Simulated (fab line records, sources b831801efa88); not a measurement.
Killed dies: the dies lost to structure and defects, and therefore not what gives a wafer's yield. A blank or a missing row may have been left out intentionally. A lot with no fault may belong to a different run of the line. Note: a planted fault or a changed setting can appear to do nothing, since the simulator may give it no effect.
fab line records -- flow sfq-line
record: lots: 6, wafers: 18, last-day: 79
route steps=325 shown R5@213 I5@228 C5@240 M6@251 M8@325
lots untouched by any fault: they come from a run of this same line in which no faults occurred
start-h: start of the lot's first displayed wafer, in hours after the record's first day -- wait-h: time in hours since the lot's previous step -- " repeats the value in the row above -- L1.1+2: one row covering several wafers at once -- - no value, or no start given -- * or withheld: withheld -- < > ~ a bound
route shown NAME@n: names a module that has steps shown in the file, with the first one's number in the route -- usual: mean/standard deviation of fault-free wafers -- same: alike in all rows -- chamber/n: place in a boat -- sites: each site's reading -- _std_site: how widely they spread, as a standard deviation -- _edge_site: mean of outer sites minus mean of inner sites -- radius-mm: how far each site lies from the wafer's centre -- mask NAME#n: copy n -- behind: tool/chamber where the wafer was last shaped -- hold: why the lot went on hold/how many hours it stayed there/how the hold came to an end -- device: the transistor (n, p or np) that didn't switch -- end of line: tests of these same wafers at the route's end -- where a step has no rows: the recipe by itself -- killed: count of dies lost to structure and defects at first sort (not the wafer's yield) -- map: the dies of a wafer, with x for killed, . for not killed, _ for no die there
set.NAME: the setting that was run; set.NAME@STEP: the one run at that earlier step -- model.NAME: the simulator's own value behind a step, which no gauge read
certain route steps with their lots: each step a table, each wafer a row
services: from which hour (start-h, from the record's first day; less than 0 if before it) a tool's chamber was out of use, for how many hours, and why
== steps ==
step: SFQ_TRILAYER_R5_DEP_SPUTTER_133
recipe: material: MoNx, base-pressure-pa: 1.33e-06, target-thk-nm: 40, power-w: 1000, time-s: 66.7, chamber-pressure-pa: 0.4
usual: throttle-valve-pct: 29.7/1.2
lot.wafer,tool,chamber,start-h,wait-h,throttle-valve-pct
L398.2,pvd-sputter-04,-,1183.19,0.0,30.5
L398.3,pvd-sputter-04,-,1183.19,0.0,29.4
L398.5,pvd-sputter-04,-,1183.19,0.0,31.6
L399.3,pvd-sputter-04,-,1186.19,0.0,29.7
L399.5,pvd-sputter-04,-,1186.19,0.0,29.1
L399.6,pvd-sputter-04,-,1186.19,0.0,29.5
L403.1,pvd-sputter-06,-,1321.23,0.0,27.9
L403.4,pvd-sputter-06,-,1321.23,0.0,28.8
L403.6,pvd-sputter-06,-,1321.23,0.0,27.8
L407.2,pvd-sputter-06,-,1391.69,0.0,30.7
L407.4,pvd-sputter-06,-,1391.69,0.0,28.2
L407.5,pvd-sputter-06,-,1391.69,0.0,28.6
L417.1,pvd-sputter-03,-,1554.11,0.0,30.4
L417.4,pvd-sputter-03,-,1554.11,0.0,29.1
L417.6,pvd-sputter-03,-,1554.11,0.0,29.1
L419.1,pvd-sputter-03,-,1575.34,0.0,31.0
L419.4,pvd-sputter-03,-,1575.34,0.0,29.1
L419.5,pvd-sputter-03,-,1575.34,0.0,29.1
step: SFQ_TRILAYER_R5_DEP_SPUTTER_134
recipe: material: Ti, base-pressure-pa: 1.33e-06, target-thk-nm: 5, power-w: 2000, time-s: 5, chamber-pressure-pa: 0.4
step: SFQ_R5_RS_MEAS_933
recipe: thk-meas-gauge: four-point-probe, reads: Ti_of_TRILAYER_R5_DEP_SPUTTER_134+MoNx_of_TRILAYER_R5_DEP_SPUTTER_133+Ti_of_TRILAYER_R5_DEP_SPUTTER_132
usual: R5_MONX_RS: 7.04/0.068
lot.wafer,tool,chamber,start-h,wait-h,R5_MONX_RS[ohm/sq]
L398.2,film-metro-02,-,1183.28,0.0,6.99
L398.3,film-metro-02,-,1183.28,0.0,7.01
L398.5,film-metro-02,-,1183.28,0.0,7.14
L399.3,film-metro-02,-,1186.30,0.0,6.99
L399.5,film-metro-02,-,1186.30,0.0,7.05
L399.6,film-metro-02,-,1186.30,0.0,7.07
L403.1,film-metro-01,-,1321.30,0.0,7.01
L403.4,film-metro-01,-,1321.30,0.0,7.12
L403.6,film-metro-01,-,1321.30,0.0,6.99
L407.2,film-metro-02,-,1391.79,0.0,7.00
L407.4,film-metro-02,-,1391.79,0.0,7.01
L407.5,film-metro-02,-,1391.79,0.0,6.98
L417.1,film-metro-02,-,1554.19,0.0,6.94
L417.4,film-metro-02,-,1554.19,0.0,7.09
L417.6,film-metro-02,-,1554.19,0.0,7.08
L419.1,film-metro-03,-,1575.41,0.0,6.93
L419.4,film-metro-03,-,1575.41,0.0,6.98
L419.5,film-metro-03,-,1575.41,0.0,7.03
step: SFQ_R5_THK_MEAS_934
recipe: thk-meas-gauge: xrf, reads: MoNx_of_TRILAYER_R5_DEP_SPUTTER_133
usual: R5_MONX_THK: 40.1/0.59
lot.wafer,tool,chamber,start-h,wait-h,R5_MONX_THK[nm]
L398.2,film-metro-02,-,1183.39,0.1,40.0
L398.3,film-metro-02,-,1183.39,0.1,40.0
L398.5,film-metro-02,-,1183.39,0.1,39.6
L399.3,film-metro-02,-,1186.40,0.1,40.3
L399.5,film-metro-02,-,1186.40,0.1,40.0
L399.6,film-metro-02,-,1186.40,0.1,40.0
L403.1,film-metro-01,-,1321.42,0.1,40.1
L403.4,film-metro-01,-,1321.42,0.1,39.6
L403.6,film-metro-01,-,1321.42,0.1,40.3
L407.2,film-metro-02,-,1391.90,0.1,40.9
L407.4,film-metro-02,-,1391.90,0.1,40.7
L407.5,film-metro-02,-,1391.90,0.1,40.9
L417.1,film-metro-02,-,1554.31,0.1,40.9
L417.4,film-metro-02,-,1554.31,0.1,40.0
L417.6,film-metro-02,-,1554.31,0.1,40.1
L419.1,film-metro-03,-,1575.53,0.1,40.5
L419.4,film-metro-03,-,1575.53,0.1,40.0
L419.5,film-metro-03,-,1575.53,0.1,39.9
step: SFQ_TRILAYER_R5_LITHO_COAT_141
recipe: resist: BARC, spin-rpm: 3000, resist-thk-nm: 62
step: SFQ_TRILAYER_R5_LITHO_COAT_136
recipe: resist: KrF, spin-rpm: 3000, resist-thk-nm: 600
step: SFQ_TRILAYER_R5_LITHO_SOFTBAKE_140
recipe: temp-c: withheld, time-s: withheld, resist: KrF
step: SFQ_TRILAYER_R5_LITHO_EXPOSE_137
recipe: mask-id: R5, na: 0.6, source-shape: conventional, sigma-outer: 0.65, target-cd-nm: 500, dose-mj: 14.4
step: SFQ_TRILAYER_R5_LITHO_PEB_139
recipe: peb-temp-c: 115, peb-time-s: 60, resist: KrF
step: SFQ_TRILAYER_R5_LITHO_DEVELOP_138
recipe: time-s: 60, resist: KrF
step: SFQ_R5_OVL_MEAS_935
usual: R5_OVL: -2/5.5
lot.wafer,tool,chamber,start-h,wait-h,R5_OVL[nm]
L398.2,overlay-02,-,1306.26,0.1,3
L398.3,overlay-02,-,1306.26,0.1,5
L398.5,overlay-02,-,1306.26,0.1,4
L399.3,overlay-02,-,1311.07,0.1,-5
L399.5,overlay-02,-,1311.07,0.1,-10
L399.6,overlay-02,-,1311.07,0.1,-6
L403.1,overlay-01,-,1325.67,0.1,0
L403.4,overlay-01,-,1325.67,0.1,0
L403.6,overlay-01,-,1325.67,0.1,0
L407.2,overlay-02,-,1406.23,0.1,-1
L407.4,overlay-02,-,1406.23,0.1,0
L407.5,overlay-02,-,1406.23,0.1,-1
L417.1,overlay-01,-,1559.62,0.1,-4
L417.4,overlay-01,-,1559.62,0.1,-4
L417.6,overlay-01,-,1559.62,0.1,1
L419.1,overlay-01,-,1592.86,0.1,-7
L419.4,overlay-01,-,1592.86,0.1,-1
L419.5,overlay-01,-,1592.86,0.1,-7
step: SFQ_TRILAYER_R5_BARC_OPEN_METAL_ETCH_177
recipe: mask-material: PR, chemistry: O2, target-depth-nm: 125, target: BARC, icp-w: 600, bias-w: 80, pressure-mtorr: 10, time-s: 41.7
step: SFQ_TRILAYER_R5_ETCH_METAL_ETCH_139
recipe: stop-on: SiO2, mask-material: PR, chemistry: Cl2, target-depth-nm: 60, icp-w: 600, bias-w: 80, pressure-mtorr: 10, time-s: 40
usual: drypump-motor-current-A: 5.9/0.63, oes-product-au: 0.987/0.0059
lot.wafer,tool,chamber,start-h,wait-h,drypump-motor-current-A,oes-product-au,rf-hours-counter-h,model.R5.feature-depth-nm,model.etch.depth-nm,model.KrF_of_TRILAYER_R5_LITHO_COAT_136.thk-nm
L398.2,rie-metal-02,0,1306.35,0.0,4.8,0.985,8,60,60,497.6
L398.3,rie-metal-02,1,1306.35,0.0,6.0,0.987,-,59.71,59.71,500.3
L398.5,rie-metal-02,1,1306.35,0.0,6.0,0.992,-,60,60,500.5
L399.3,rie-metal-04,0,1311.17,0.0,6.2,0.982,-,60,60,496.8
L399.5,rie-metal-04,1,1311.17,0.0,5.0,0.987,-,60,60,496.9
L399.6,rie-metal-04,0,1311.17,0.0,6.2,0.995,-,60,60,498.9
L403.1,rie-metal-04,0,1325.77,0.0,6.2,0.986,123,59.57,59.57,499.6
L403.4,rie-metal-04,0,1325.77,0.0,6.2,0.998,-,59.81,59.81,500
L403.6,rie-metal-04,0,1325.77,0.0,6.2,0.990,-,60,60,500.4
L407.2,rie-metal-03,1,1406.32,0.0,6.4,0.988,17,59.07,59.07,501.3
L407.4,rie-metal-03,0,1406.32,0.0,6.3,0.987,-,59.48,59.48,501.5
L407.5,rie-metal-03,0,1406.32,0.0,6.3,0.985,-,59.45,59.45,501.4
L417.1,rie-metal-03,0,1559.72,0.0,6.3,0.985,45,59.38,59.38,496.8
L417.4,rie-metal-03,0,1559.72,0.0,6.3,0.724,-,33.03,33.03,506.6
L417.6,rie-metal-03,0,1559.72,0.0,6.3,0.716,-,33.08,33.08,508.1
L419.1,rie-metal-03,0,1592.95,0.0,6.3,0.998,49,60,60,497.5
L419.4,rie-metal-03,1,1592.95,0.0,6.4,0.728,-,33.47,33.47,510.4
L419.5,rie-metal-03,1,1592.95,0.0,6.4,0.987,-,60,60,497.7
step: SFQ_TRILAYER_R5_STRIP_STRIP_140
recipe: gas: O2, power-w: 200, platen-temp-c: 40, overash-fraction: 0.65, chemistry: O2, pressure-mtorr: 50
step: SFQ_TRILAYER_R5_STRIP_SOLV_CLEAN_141
recipe: chemistry: NMP, temp-c: 70, time-s: 600
step: SFQ_TRILAYER_A5C_DEP_PECVD_142
recipe: material: SiO2, temp-c: 150, time-s: 15.556, pressure-torr: 2.4, rf-w: 183.3, precursor: SiH4/N2O, target-thk-nm: 70
usual: heater-power-w: 86/14, throttle-valve-pct: 25.4/0.94
lot.wafer,tool,chamber,start-h,wait-h,heater-power-w,throttle-valve-pct
L398.2,pecvd-02,0,1307.22,0.0,81,24.6
L398.3,pecvd-02,2,1307.22,0.0,79,25.4
L398.5,pecvd-02,1,1307.22,0.0,87,25.6
L399.3,pecvd-02,2,1311.98,0.0,75,25.5
L399.5,pecvd-02,1,1311.98,0.0,90,25.4
L399.6,pecvd-02,2,1311.98,0.0,77,25.5
L403.1,pecvd-01,1,1326.60,0.0,93,26.6
L403.4,pecvd-01,0,1326.60,0.0,84,25.8
L403.6,pecvd-01,2,1326.60,0.0,71,25.3
L407.2,pecvd-02,1,1407.16,0.0,89,25.9
L407.4,pecvd-02,2,1407.16,0.0,82,25.5
L407.5,pecvd-02,1,1407.16,0.0,88,26.0
L417.1,pecvd-02,2,1560.55,0.0,87,26.4
L417.4,pecvd-02,2,1560.55,0.0,88,26.5
L417.6,pecvd-02,1,1560.55,0.0,82,26.3
L419.1,pecvd-01,0,1593.78,0.0,85,25.7
L419.4,pecvd-01,2,1593.78,0.0,78,25.4
L419.5,pecvd-01,1,1593.78,0.0,93,26.6
step: SFQ_TRILAYER_I5_LITHO_COAT_149
recipe: resist: BARC, spin-rpm: 3000, resist-thk-nm: 62
step: SFQ_TRILAYER_I5_LITHO_COAT_144
recipe: resist: KrF, spin-rpm: 3000, resist-thk-nm: 650
step: SFQ_TRILAYER_I5_LITHO_SOFTBAKE_148
recipe: temp-c: withheld, time-s: withheld, resist: KrF
step: SFQ_TRILAYER_I5_LITHO_EXPOSE_145
recipe: mask-id: I5, na: 0.6, source-shape: conventional, sigma-outer: 0.65, target-cd-nm: 700, dose-mj: 21.3
step: SFQ_TRILAYER_I5_LITHO_PEB_147
recipe: peb-temp-c: 115, peb-time-s: 60, resist: KrF
step: SFQ_TRILAYER_I5_LITHO_DEVELOP_146
recipe: time-s: 60, resist: KrF
step: SFQ_I5_OVL_MEAS_936
usual: I5_OVL: 2/5.9
lot.wafer,tool,chamber,start-h,wait-h,I5_OVL[nm]
L398.2,overlay-02,-,1411.52,0.1,4
L398.3,overlay-02,-,1411.52,0.1,2
L398.5,overlay-02,-,1411.52,0.1,2
L399.3,overlay-02,-,1416.33,0.1,5
L399.5,overlay-02,-,1416.33,0.1,4
L399.6,overlay-02,-,1416.33,0.1,0
L403.1,overlay-01,-,1433.07,0.1,7
L403.4,overlay-01,-,1433.07,0.1,8
L403.6,overlay-01,-,1433.07,0.1,11
L407.2,overlay-02,-,1553.66,0.1,1
L407.4,overlay-02,-,1553.66,0.1,-1
L407.5,overlay-02,-,1553.66,0.1,4
L417.1,overlay-02,-,1656.61,0.1,-1
L417.4,overlay-02,-,1656.61,0.1,-1
L417.6,overlay-02,-,1656.61,0.1,-6
L419.1,overlay-02,-,1673.26,0.1,-1
L419.4,overlay-02,-,1673.26,0.1,1
L419.5,overlay-02,-,1673.26,0.1,7
step: SFQ_TRILAYER_I5_BARC_OPEN_VIA_ETCH_200
recipe: mask-material: PR, chemistry: O2, target-depth-nm: 125, target: BARC, source-w: 500, bias-w: 80, pressure-mtorr: 30, time-s: 41.7
step: SFQ_TRILAYER_I5_ETCH_VIA_ETCH_147
recipe: stop-on: Nb, mask-material: PR, chemistry: CHF3, target-depth-nm: 360, source-w: 500, bias-w: 80, pressure-mtorr: 30, time-s: withheld
usual: drypump-motor-current-A: 5.8/0.4, oes-product-au: 0.990/0.0055
lot.wafer,tool,chamber,start-h,wait-h,drypump-motor-current-A,oes-product-au
L398.2,rie-diel-04,1,1411.59,0.0,6.2,0.995
L398.3,rie-diel-04,3,1411.59,0.0,5.6,1.001
L398.5,rie-diel-04,3,1411.59,0.0,5.6,0.994
L399.3,rie-diel-01,3,1416.39,0.0,6.3,0.986
L399.5,rie-diel-01,1,1416.39,0.0,5.4,0.992
L399.6,rie-diel-01,0,1416.39,0.0,5.4,0.996
L403.1,rie-diel-03,3,1433.15,0.0,6.2,0.989
L403.4,rie-diel-03,0,1433.15,0.0,5.2,0.988
L403.6,rie-diel-03,0,1433.15,0.0,5.2,1.000
L407.2,rie-diel-04,2,1553.73,0.0,6.2,0.985
L407.4,rie-diel-04,1,1553.73,0.0,6.2,0.992
L407.5,rie-diel-04,2,1553.73,0.0,6.2,0.993
L417.1,rie-diel-03,0,1656.68,0.0,5.2,0.981
L417.4,rie-diel-03,1,1656.68,0.0,5.6,0.984
L417.6,rie-diel-03,0,1656.68,0.0,5.2,0.987
L419.1,rie-diel-04,0,1673.33,0.0,5.4,0.989
L419.4,rie-diel-04,1,1673.33,0.0,6.2,0.995
L419.5,rie-diel-04,3,1673.33,0.0,5.6,0.998
step: SFQ_TRILAYER_I5_STRIP_STRIP_148
recipe: gas: O2, power-w: 200, platen-temp-c: 40, overash-fraction: 0.65, chemistry: O2, pressure-mtorr: 50
usual: drypump-motor-current-A: 5.6/0.53, oes-product-au: 0.994/0.0089, platen-temp-c: 40.01/0.11
lot.wafer,tool,chamber,start-h,wait-h,drypump-motor-current-A,oes-product-au,platen-temp-c,rf-hours-counter-h
L398.2,rie-metal-02,0,1411.74,-,4.8,1.017,40.05,22
L398.3,rie-metal-02,0,1411.74,-,4.8,1.008,39.99,-
L398.5,rie-metal-02,1,1411.74,-,6.0,0.986,40.09,-
L399.3,rie-metal-01,0,1416.74,-,5.9,0.997,40.10,-
L399.5,rie-metal-01,0,1416.74,-,5.9,0.996,40.06,-
L399.6,rie-metal-01,1,1416.74,-,6.1,0.971,39.84,-
L403.1,rie-metal-01,0,1433.30,-,5.9,1.008,39.83,124
L403.4,rie-metal-01,0,1433.30,-,5.8,0.992,39.74,-
L403.6,rie-metal-01,0,1433.30,-,5.9,1.004,39.98,-
L407.2,rie-metal-04,0,1553.88,-,6.3,0.990,39.99,7
L407.4,rie-metal-04,0,1553.88,-,6.2,0.988,40.14,-
L407.5,rie-metal-04,1,1553.88,-,5.0,0.991,39.95,-
L417.1,rie-metal-01,0,1656.83,-,5.8,0.993,39.97,19
L417.4,rie-metal-01,0,1656.83,-,5.9,0.986,39.99,-
L417.6,rie-metal-01,0,1656.83,-,5.8,0.996,39.86,-
L419.1,rie-metal-04,1,1673.48,-,5.0,0.996,40.07,147
L419.4,rie-metal-04,1,1673.48,-,5.0,0.995,40.04,-
L419.5,rie-metal-04,1,1673.48,-,5.0,0.975,40.11,-
step: SFQ_TRILAYER_I5_STRIP_SOLV_CLEAN_149
recipe: chemistry: NMP, temp-c: 70, time-s: 600
step: SFQ_TRILAYER_C5_LITHO_COAT_156
recipe: resist: BARC, spin-rpm: 3000, resist-thk-nm: 62
step: SFQ_TRILAYER_C5_LITHO_COAT_151
recipe: resist: KrF, spin-rpm: 3000, resist-thk-nm: 650
step: SFQ_TRILAYER_C5_LITHO_SOFTBAKE_155
recipe: temp-c: withheld, time-s: withheld, resist: KrF
step: SFQ_TRILAYER_C5_LITHO_EXPOSE_152
recipe: mask-id: C5, na: 0.6, source-shape: conventional, sigma-outer: 0.65, target-cd-nm: 500, dose-mj: 21.3
step: SFQ_TRILAYER_C5_LITHO_PEB_154
recipe: peb-temp-c: 115, peb-time-s: 60, resist: KrF
step: SFQ_TRILAYER_C5_LITHO_DEVELOP_153
recipe: time-s: 60, resist: KrF
step: SFQ_C5_OVL_MEAS_937
usual: C5_OVL: 0/5.8
lot.wafer,tool,chamber,start-h,wait-h,C5_OVL[nm]
L398.2,overlay-02,-,1431.39,0.1,-3
L398.3,overlay-02,-,1431.39,0.1,0
L398.5,overlay-02,-,1431.39,0.1,2
L399.3,overlay-01,-,1437.40,0.1,5
L399.5,overlay-01,-,1437.40,0.1,-1
L399.6,overlay-01,-,1437.40,0.1,-1
L403.1,overlay-02,-,1451.78,0.1,3
L403.4,overlay-02,-,1451.78,0.1,0
L403.6,overlay-02,-,1451.78,0.1,0
L407.2,overlay-01,-,1648.21,0.1,1
L407.4,overlay-01,-,1648.21,0.1,-2
L407.5,overlay-01,-,1648.21,0.1,-2
L417.1,overlay-01,-,1764.71,0.1,-5
L417.4,overlay-01,-,1764.71,0.1,-5
L417.6,overlay-01,-,1764.71,0.1,-2
L419.1,overlay-01,-,1782.71,0.1,3
L419.4,overlay-01,-,1782.71,0.1,0
L419.5,overlay-01,-,1782.71,0.1,5
step: SFQ_TRILAYER_C5_BARC_OPEN_VIA_ETCH_210
recipe: mask-material: PR, chemistry: O2, target-depth-nm: 125, target: BARC, source-w: 500, bias-w: 80, pressure-mtorr: 30, time-s: 41.7
step: SFQ_TRILAYER_C5_ETCH_VIA_ETCH_154
recipe: target: SiO2, mask-material: PR, chemistry: CHF3, target-depth-nm: 84, source-w: 500, bias-w: 80, pressure-mtorr: 30, time-s: withheld, stop-on: Nb
step: SFQ_TRILAYER_C5_STRIP_STRIP_155
recipe: gas: O2, power-w: 200, platen-temp-c: 40, overash-fraction: 0.65, chemistry: O2, pressure-mtorr: 50
usual: drypump-motor-current-A: 5.9/0.46, oes-product-au: 0.999/0.009, platen-temp-c: 40.01/0.097
lot.wafer,tool,chamber,start-h,wait-h,drypump-motor-current-A,oes-product-au,platen-temp-c,rf-hours-counter-h
L398.2,rie-metal-02,0,1431.51,-,4.8,1.010,40.03,25
L398.3,rie-metal-02,0,1431.51,-,4.9,1.007,40.02,-
L398.5,rie-metal-02,0,1431.51,-,4.8,1.000,39.95,-
L399.3,rie-metal-01,1,1437.71,-,6.0,0.995,40.06,-
L399.5,rie-metal-01,1,1437.71,-,6.0,0.994,39.98,-
L399.6,rie-metal-01,0,1437.71,-,5.9,1.002,40.17,-
L403.1,rie-metal-02,1,1451.91,-,6.0,0.996,40.12,131
L403.4,rie-metal-02,1,1451.91,-,6.0,0.992,40.04,-
L403.6,rie-metal-02,0,1451.91,-,4.8,1.004,40.09,-
L407.2,rie-metal-03,0,1648.33,-,6.3,1.009,40.09,56
L407.4,rie-metal-03,1,1648.33,-,6.4,0.992,39.87,-
L407.5,rie-metal-03,0,1648.33,-,6.3,1.009,39.97,-
L417.1,rie-metal-01,1,1764.83,-,6.0,0.984,40.02,62
L417.4,rie-metal-01,1,1764.83,-,6.1,0.993,40.17,-
L417.6,rie-metal-01,0,1764.83,-,5.8,1.001,40.02,-
L419.1,rie-metal-03,0,1782.83,-,6.3,1.009,40.02,75
L419.4,rie-metal-03,0,1782.83,-,6.3,1.009,40.20,-
L419.5,rie-metal-03,1,1782.83,-,6.4,0.990,39.99,-
step: SFQ_TRILAYER_C5_STRIP_SOLV_CLEAN_156
recipe: chemistry: NMP, temp-c: 70, time-s: 600
step: SFQ_TRILAYER_M6_DEP_PRE_CLEAN_158
recipe: gas: Ar, time-s: 22.5, bias-v: 250
step: SFQ_TRILAYER_M6_DEP_SPUTTER_157
recipe: material: Nb, base-pressure-pa: 1.33e-06, chamber-pressure-pa: 0.1333, substrate-temp-c: 20, target-thk-nm: 200, power-w: 2000, time-s: 133.3
step: SFQ_M6_RS_MEAS_938
recipe: thk-meas-gauge: four-point-probe, reads: Nb_of_TRILAYER_M6_DEP_SPUTTER_157
usual: M6_NB_RS: 0.894/0.01
lot.wafer,tool,chamber,start-h,wait-h,M6_NB_RS[ohm/sq]
L398.2,film-metro-02,-,1432.44,0.1,0.869
L398.3,film-metro-02,-,1432.44,0.1,0.893
L398.5,film-metro-02,-,1432.44,0.1,0.886
L399.3,film-metro-02,-,1438.44,0.1,0.898
L399.5,film-metro-02,-,1438.44,0.1,0.908
L399.6,film-metro-02,-,1438.44,0.1,0.905
L403.1,film-metro-04,-,1452.82,0.0,0.903
L403.4,film-metro-04,-,1452.82,0.0,0.899
L403.6,film-metro-04,-,1452.82,0.0,0.905
L407.2,film-metro-02,-,1649.25,0.1,0.903
L407.4,film-metro-02,-,1649.25,0.1,0.898
L407.5,film-metro-02,-,1649.25,0.1,0.898
L417.1,film-metro-02,-,1765.73,0.0,0.894
L417.4,film-metro-02,-,1765.73,0.0,0.884
L417.6,film-metro-02,-,1765.73,0.0,0.887
L419.1,film-metro-04,-,1783.73,0.0,0.895
L419.4,film-metro-04,-,1783.73,0.0,0.897
L419.5,film-metro-04,-,1783.73,0.0,0.910
step: SFQ_M8_BOW_MEAS_951
recipe: mode: bow
usual: M8_BOW: 10/11
lot.wafer,tool,chamber,start-h,wait-h,M8_BOW[um],model.etest.r5.comb-log10-ohm
L398.2,film-metro-02,-,1809.72,0.0,19,12
L398.3,film-metro-02,-,1809.72,0.0,17,12
L398.5,film-metro-02,-,1809.72,0.0,12,12
L399.3,film-metro-02,-,1812.14,0.0,-4,12
L399.5,film-metro-02,-,1812.14,0.0,7,12
L399.6,film-metro-02,-,1812.14,0.0,10,12
L403.1,film-metro-03,-,1821.70,0.0,21,12
L403.4,film-metro-03,-,1821.70,0.0,2,12
L403.6,film-metro-03,-,1821.70,0.0,6,12
L407.2,film-metro-03,-,1879.50,0.0,-6,12
L407.4,film-metro-03,-,1879.50,0.0,-5,12
L407.5,film-metro-03,-,1879.50,0.0,-4,12
L417.1,film-metro-04,-,1896.28,0.0,8,12
L417.4,film-metro-04,-,1896.28,0.0,13,0
L417.6,film-metro-04,-,1896.28,0.0,1,0
L419.1,film-metro-02,-,1902.28,0.0,6,12
L419.4,film-metro-02,-,1902.28,0.0,12,0
L419.5,film-metro-02,-,1902.28,0.0,20,12
== services ==
tool,chamber,start-h,hours,kind
rie-metal-01,-,1192.43,0.6,repair
rie-metal-01,-,1212.10,2.8,pm
rie-metal-01,1,1237.91,19.5,repair
pecvd-02,-,1238.52,8.5,repair
pecvd-02,0,1255.79,5.6,repair
rie-metal-04,0,1256.47,6.9,repair
rie-metal-02,-,1288.60,5.3,repair
rie-metal-03,0,1293.40,11.5,repair
rie-metal-02,-,1301.21,0.3,repair
rie-metal-03,0,1311.34,7.3,repair
rie-metal-03,1,1316.08,4.3,repair
rie-metal-02,1,1333.35,2.8,repair
rie-metal-04,-,1375.47,2.8,pm
rie-metal-03,-,1424.60,14.6,pm
rie-metal-03,-,1507.12,5.0,repair
pecvd-02,-,1565.21,5.5,pm
pecvd-02,-,1614.72,14.6,pm
rie-metal-03,-,1622.55,1.4,pm
rie-metal-04,-,1629.21,1.4,pm
rie-metal-04,0,1661.82,7.4,repair
rie-metal-03,-,1671.23,2.8,pm
pecvd-02,-,1691.25,2.8,pm
pecvd-02,-,1710.08,5.6,repair
rie-metal-02,1,1725.32,24.4,repair
== key ==
first-sign: step: SFQ_TRILAYER_R5_ETCH_METAL_ETCH_139, reading: oes-product-au, direction: down, sigmas: 45, usual: 0.987, struck: 0.722
effect none on later readings
model-effect: step: SFQ_TRILAYER_R5_ETCH_METAL_ETCH_139, value: R5.feature-depth-nm, without: 59.13, struck: 33.19
model-effect: step: SFQ_M8_BOW_MEAS_951, value: etest.r5.comb-log10-ohm, without: 12, struck: 0
met-at SFQ_TRILAYER_R5_ETCH_METAL_ETCH_139
struck-wafers L417.4,L417.6,L419.4
onset-between 1406.32 1559.72
fault: kind: process-parameter-drift, tool: rie-metal-03, chamber: -, onset-h: 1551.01, steps: SFQ_TRILAYER_R5_ETCH_METAL_ETCH_139, channel: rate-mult, offset: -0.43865, shape: step, end-h: 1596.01, scope: struck-wafers-only
